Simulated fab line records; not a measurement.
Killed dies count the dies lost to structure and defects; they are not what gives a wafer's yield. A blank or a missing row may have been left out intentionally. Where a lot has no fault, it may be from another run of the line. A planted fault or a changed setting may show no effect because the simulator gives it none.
Struck lot and sound lot, side by side    flow sky130    45 steps out of a route of 708
Sound: wafers L407.3, L407.4, L407.6. Wafers L413.4, L413.5, L413.6 were the ones struck. The cause is named last.
At each step with rows: each side's tool, then ch and its chambers, then its first start. Under that, the readings that differ: sound wafers    struck wafers    difference of the means    sigmas: that difference in standard deviations of wafers without a fault.
alike: words and numbers the same on both sides, and readings whose means are apart by under 2 such deviations; not compared: readings that were withheld, readings missing a value for some wafer, numbers with overlapping values and no deviation given by the record, and bounds like >300 which may hide the same value.
A row with sigmas, a row that says differs or no value, or rows on one side alone: a step with any of these is where the two part. Numbers that don't overlap but have no deviation are shown without sigmas and don't part them. A reading that every wafer of one side lacks parts them only if that side has two wafers or more.

SKY_POLY_GATE_THK_MEAS_01:
  sound: film_metro-04 at day 14 03:32; struck: film_metro-01 at day 16 02:08
  alike: POLY_GATE_CVD_00_THK
then, 8 steps without rows for these wafers: SKY_RES_PROTECT_DEHYDRATE_00 (time 60 s); SKY_RES_PROTECT_HMDS_01 (prime time 60 s); SKY_RES_PROTECT_COAT_02 (resist thk 1140 nm); SKY_RES_PROTECT_SOFTBAKE_03 (time 60 s); SKY_RES_PROTECT_EXPOSE_04 (exposes mask RPM, target cd 1270 nm); SKY_RES_PROTECT_PEB_05; SKY_RES_PROTECT_DEVELOP_06 (develop time 60 s); SKY_POLY_GATE_IMPLANT_02.
SKY_RES_PROTECT_STRIP_07: strips in O2/N2.
  sound on plasma_asher-04 ch 0,1, day 15 05:43; struck on plasma_asher-04 ch 0,1, day 17 06:20
  alike: drypump_motor_current_A, oes_product_au, strip_time_to_endpoint_s
  not compared: rf_hours_counter_h
SKY_RES_PROTECT_TW_MEAS_08:
  sound: film_metro-03 at day 15 05:48; struck: film_metro-03 at day 17 06:26
  alike: POLY_GATE_TW
then, 1 step without rows for these wafers: SKY_RES_PROTECT_CLEAN_09 (cleans in SC1/SC2, time 150 s).
SKY_POLY_GATE_CVD_03: deposits Si3N4 from DCS/NH3, target thk 75 nm, time 1290 s.
  sound on lpcvd-02 ch 1, day 15 05:53; struck on lpcvd-02 ch 0, day 17 06:50
reading                                      sound           struck            difference  sigmas
zone_power_bottom_pct (%)                    23.1 23.0 23.2  18.3 18.4 18.2    -4.8        -2
model.Si3N4_of_POLY_GATE_CVD_03.thk_nm (nm)  75.1 75 74.42   38.97 39.15 38.9  -35.83      
  alike: pressure_mtorr
SKY_POLY_GATE_THK_MEAS_04:
  sound: film_metro-02 at day 15 07:16; struck: film_metro-04 at day 17 08:14
reading                    sound           struck          difference  sigmas
POLY_GATE_CVD_03_THK (nm)  75.1 75.0 74.4  39.0 39.1 39.0  -35.8       -50
then, 8 steps without rows for these wafers: SKY_POLY_GATE_DEHYDRATE_05 (time 60 s); SKY_POLY_GATE_HMDS_06 (prime time 60 s); SKY_POLY_GATE_COAT_07 (resist thk 110 nm); SKY_POLY_GATE_COAT_08 (resist thk 450 nm); SKY_POLY_GATE_SOFTBAKE_09 (time 90 s); SKY_POLY_GATE_EXPOSE_10 (exposes mask P1M, target cd 150 nm); SKY_POLY_GATE_PEB_11; SKY_POLY_GATE_DEVELOP_12 (develop time 60 s).
SKY_POLY_GATE_CD_MEAS_13 targets a cd of 150 nm.
  sound: cd_sem-01 at day 16 10:46; struck: cd_sem-01 at day 18 14:04
  alike: cd_nm
SKY_POLY_GATE_OVL_MEAS_14:
  sound: overlay-02 at day 16 10:51; struck: overlay-01 at day 18 14:09
  alike: POLY_GATE_OVL
SKY_POLY_GATE_ETCH_15: etches BARC in N2/H2, stops on SiO2, time 118.5 s, target depth 110 nm.
  sound on rie_diel-03 ch 1,2,3, day 16 10:53; struck on rie_diel-01 ch 0,1,2, day 18 14:10
  alike: bias_w, drypump_motor_current_A, h2_flow_sccm, oes_product_au, throttle_valve_pct
  not compared: rf_hours_counter_h
SKY_POLY_GATE_ETCH_16: etches Si3N4 in CH3F/O2, stops on poly-Si, time 147.5 s, target depth 75 nm.
  sound on rie_diel-03 ch 1,2,3, day 16 10:58; struck on rie_diel-01 ch 0,1,2, day 18 14:15
reading                   sound              struck             difference  sigmas
oes_product_au (a.u.)     0.636 0.636 0.636  0.515 0.511 0.511  -0.124      -24
model.etch.depth_nm (nm)  75.1 75 74.42      38.97 39.15 38.9   -35.83      
  alike: bias_w, drypump_motor_current_A, throttle_valve_pct
  not compared: rf_hours_counter_h
SKY_POLY_GATE_ETCH_17: etches poly-Si in HBr/Cl2, stops on SiO2, target depth 180 nm, time 70.5 s.
  sound on rie_si-02 ch 1,2, day 16 11:04; struck on rie_si-02 ch 0,2,3, day 18 14:21
  alike: bias_w, drypump_motor_current_A, oes_product_au, throttle_valve_pct
  not compared: rf_hours_counter_h
SKY_POLY_GATE_STRIP_18: strips in O2/N2.
  sound on plasma_asher-02 ch 0,1, day 16 11:09; struck on plasma_asher-03 ch 0,1, day 18 14:26
  alike: drypump_motor_current_A, oes_product_au, strip_time_to_endpoint_s
  not compared: rf_hours_counter_h
then, 2 steps without rows for these wafers: SKY_POLY_GATE_CLEAN_19 (cleans in SC1/SC2, time 150 s); SKY_POLY_GATE_OXIDATION_20 (stabilise 600 s, purge 300 s, target thk 4 nm).
SKY_POLY_GATE_THK_MEAS_21:
  sound: film_metro-01 at day 16 13:10; struck: film_metro-01 at day 18 16:26
  alike: POLY_GATE_OXIDATION_THK
SKY_POLY_GATE_CD_MEAS_22:
  sound: cd_sem-01 at day 16 13:17; struck: cd_sem-02 at day 18 16:33
  alike: cd_nm
then, 7 steps without rows for these wafers: SKY_LDD_N_DEHYDRATE_00 (time 60 s); SKY_LDD_N_HMDS_01 (prime time 60 s); SKY_LDD_N_COAT_02 (resist thk 300 nm); SKY_LDD_N_SOFTBAKE_03 (time 60 s); SKY_LDD_N_EXPOSE_04 (exposes mask NTM, target cd 840 nm); SKY_LDD_N_PEB_05; SKY_LDD_N_DEVELOP_06 (develop time 60 s).
SKY_LDD_N_OVL_MEAS_07:
  sound: overlay-01 at day 17 18:05; struck: overlay-01 at day 19 22:35
  alike: LDD_N_OVL
then, 2 steps without rows for these wafers: SKY_LDD_N_IMPLANT_08; SKY_LDD_N_IMPLANT_09.
-- here the record skips 5 days between the struck wafers' starts before and after, leaving off in module LDD_N and picking up in module LDD_LDN (first step shown: number 303 of the route) --
SKY_LDD_LDN_CLEAN_14: cleans in SC1/SC2, time 150 s.
  sound on wet_bench-01 ch 2, day 22 20:57; struck on wet_bench-01 ch 2, day 25 01:18
reading                                      sound              struck             difference  sigmas
model.Si3N4_of_POLY_GATE_CVD_03.thk_nm (nm)  74.96 74.86 74.28  38.83 39.01 38.77  -35.83      
SKY_POLY_CUT_ETCH_11: etches Si3N4 in CF4/CH2F2/Ar, stops on poly-Si, time 42.5 s, target depth 60 nm.
  sound on rie_diel-02 ch 1,3, day 24 04:21; struck on rie_diel-01 ch 0,2,3, day 26 07:46
reading                               sound                 struck                difference  sigmas
oes_product_au (a.u.)                 0.831 0.824 0.833     0.609 0.609 0.610     -0.220      -34
throttle_valve_pct (%)                15.002 15.000 14.998  14.975 14.981 14.989  -0.018      -2
model.POLY_CUT.feature_depth_nm (nm)  61.8 61.57 61.26      32 32.12 31.88        -30         
model.etch.depth_nm (nm)              61.8 61.57 61.26      32 32.12 31.88        -30         
  alike: bias_w, drypump_motor_current_A
  not compared: rf_hours_counter_h
-- here the record skips 21 days between the struck wafers' starts before and after, leaving off in module POLY_CUT and picking up in module PAD_OPEN (first step shown: number 708 of the route) --
SKY_PAD_OPEN_PROBE_99:
  sound: prober-01 at day 45 19:29; struck: prober-01 at day 47 09:38
reading                              sound              struck             difference  sigmas
model.etest.cap_li_to_poly.c_af_um2  101.2 99.26 99.27  95.89 94.05 93.07  -5.57       

== WHERE THEY PART ==
Earliest at SKY_POLY_GATE_CVD_03; latest, in this record, at SKY_POLY_CUT_ETCH_11.

WHY: what had been put in by the simulator
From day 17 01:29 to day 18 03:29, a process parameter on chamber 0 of lpcvd-02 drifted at SKY_POLY_GATE_CVD_03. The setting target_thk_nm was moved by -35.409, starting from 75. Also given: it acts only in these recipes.
